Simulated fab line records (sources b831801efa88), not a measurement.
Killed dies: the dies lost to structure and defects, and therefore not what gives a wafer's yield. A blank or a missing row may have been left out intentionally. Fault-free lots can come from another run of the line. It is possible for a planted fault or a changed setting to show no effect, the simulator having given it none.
Comparing a struck lot with a sound one | flow gf180mcu | 14 out of 602 route steps
Sound: the wafers L426.2, L426.3, L426.5. Wafers struck: L437.1, L437.3, L437.6. The cause is given at the end.
Order at every step that has rows: each side's tool, ch and its chambers, its first start. Under that, the readings that differ: sound wafers | struck wafers | difference of the means | sigmas: that difference in standard deviations of wafers without a fault.
alike: readings whose means differ by less than 2 such deviations, and words and numbers that are the same on both sides. not compared: withheld readings, readings that some wafer has no value for, bounds like >300 that may hide the same value, and numbers for which the record gives no deviation and whose values overlap.
Wherever a step has rows on one side only, a row that says differs or no value, or a row with sigmas, the two part there. Non-overlapping numbers with no deviation appear without sigmas and do not part them. Lack of a reading on every wafer of one side parts them only where that side has two or more wafers.

first, 1 step without rows for these wafers: GF_V3_CMP_26 (polishes, stops on SiO2, t overpolish 15 s, target thk 0 nm).
GF_M4_SPUTTER_00: material Ti, target thk 37.5 nm, time 150 s.
  sound on pvd-sputter-03, day 23 15:11; struck on pvd-sputter-01, day 26 21:36
  alike: throttle-valve-pct
GF_M4_SPUTTER_01: material TiN, target thk 30 nm, time 25 s.
  sound on pvd-sputter-03, day 23 15:17; struck on pvd-sputter-01, day 26 21:42
  alike: throttle-valve-pct
GF_M4_SPUTTER_02: material AlCu, target thk 450 nm, time 23.9 s.
  sound on pvd-sputter-03, day 23 15:19; struck on pvd-sputter-01, day 26 21:44
  alike: throttle-valve-pct
GF_M4_SPUTTER_03: material Ti, target thk 10 nm, time 6.7 s.
  sound on pvd-sputter-03, day 23 15:21; struck on pvd-sputter-01, day 26 21:46
  alike: throttle-valve-pct
GF_M4_SPUTTER_04: material TiN, target thk 50 nm, time 41.7 s.
  sound on pvd-sputter-03, day 23 15:22; struck on pvd-sputter-01, day 26 21:47
  alike: throttle-valve-pct
GF_M4_RS_MEAS_05: measurement is done with a four-point probe.
  sound on film-metro-02, day 23 15:26; struck on film-metro-03, day 26 21:49
  alike: M4_ALCU_RS
GF_M4_THK_MEAS_06: measures by xrf.
  sound on film-metro-02, day 23 15:32; struck on film-metro-03, day 26 21:56
  alike: M4_ALCU_THK
then, 4 steps without rows for these wafers: GF_M4_DEHYDRATE_07 (time 60 s); GF_M4_HMDS_08 (prime time 60 s); GF_M4_COAT_09 (resist thk 1000 nm); GF_M4_SOFTBAKE_10 (time 60 s).
GF_M4_EXPOSE_11: exposes mask Metal4, target cd 280 nm.
  sound on krf-scanner-02 ch 0, day 24 02:52; struck on krf-scanner-02, day 27 07:54
  no value came back on the struck wafers for exposure-dose-mJ-cm2, focus-offset-nm (nm), na; on the sound wafers exposure-dose-mJ-cm2 reads 28.026 28.007 27.962
  alike: mask
then, 1 step without rows for these wafers: GF_M4_PEB_12 (peb time 90 s).

== WHERE THEY PART ==
GF_M4_EXPOSE_11 only, going by this record.

WHY: whatever the simulator had introduced
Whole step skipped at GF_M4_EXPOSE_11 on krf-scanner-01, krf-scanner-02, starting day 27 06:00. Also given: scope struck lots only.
